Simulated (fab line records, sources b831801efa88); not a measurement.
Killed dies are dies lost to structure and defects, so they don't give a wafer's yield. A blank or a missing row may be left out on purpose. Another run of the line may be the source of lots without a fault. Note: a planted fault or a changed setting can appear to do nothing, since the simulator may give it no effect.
Matching of chambers / flow sky130 / cmp-01 running SKY_LI_CONTACT_CMP_24: 4 sister chambers
The step polishes, stops on PSG, t overpolish 20 s, target thk 0 nm. 8 wafers are shown with their chamber, then 7 later ones without.

== EACH WAFER AND ITS CHAMBER ==
wafer=L335.2; chamber=0; motorCurrentA (A)=9.4; platenRpm (rpm)=60.01
wafer=L335.3; chamber=2; motorCurrentA (A)=12.0; platenRpm (rpm)=59.96
wafer=L335.6; chamber=1; motorCurrentA (A)=11.9; platenRpm (rpm)=59.98
wafer=L338.2; chamber=2; motorCurrentA (A)=12.3; platenRpm (rpm)=59.96
wafer=L338.3; chamber=1; motorCurrentA (A)=12.0; platenRpm (rpm)=59.99
wafer=L338.6; chamber=3; motorCurrentA (A)=9.2; platenRpm (rpm)=60.00
wafer=L340.1; chamber=3; motorCurrentA (A)=9.0; platenRpm (rpm)=60.02
wafer=L340.2; chamber=0; motorCurrentA (A)=9.2; platenRpm (rpm)=60.03

== WAFERS WITHOUT THEIR CHAMBER ==
wafer=L340.3; motorCurrentA (A)=11.9; platenRpm (rpm)=59.96
wafer=L345.1; motorCurrentA (A)=9.5; platenRpm (rpm)=60.01
wafer=L345.5; motorCurrentA (A)=9.4; platenRpm (rpm)=60.00
wafer=L345.6; motorCurrentA (A)=11.8; platenRpm (rpm)=59.95
wafer=L348.4; motorCurrentA (A)=9.4; platenRpm (rpm)=60.07
wafer=L348.5; motorCurrentA (A)=12.6; platenRpm (rpm)=59.92
wafer=L348.6; motorCurrentA (A)=11.7; platenRpm (rpm)=60.00

== WHICH CHAMBER EACH WENT THROUGH ==
wafer=L340.3; from the rows above=can't be placed: 2 or 1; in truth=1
wafer=L345.1; from the rows above=can't be placed: 0 or 3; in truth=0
wafer=L345.5; from the rows above=can't be placed: 0 or 3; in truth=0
wafer=L345.6; from the rows above=can't be placed: 2 or 1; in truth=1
wafer=L348.4; from the rows above=can't be placed: 0 or 3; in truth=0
wafer=L348.5; from the rows above=2; in truth=2
wafer=L348.6; from the rows above=1; in truth=1
2 of 7 placed correctly. Cannot be placed on the basis of these rows: 5; the candidates contain the true chamber in 5. Wrongly placed: 0.
How it was worked out, from the rows above alone: a wafer's distance from a chamber is the root of the sum, over the readings, of the square of ((its reading less the chamber's mean) divided by the reading's scatter). If the next closest chamber is less than 2 further off than the closest, the wafer can't be placed; otherwise it belongs to the closest. The mean given for a chamber averages the wafers shown for that chamber. The scatter: take each reading less its chamber's mean, square it, sum over the shown wafers, divide by the number of wafers less the number of chambers, and take the root.
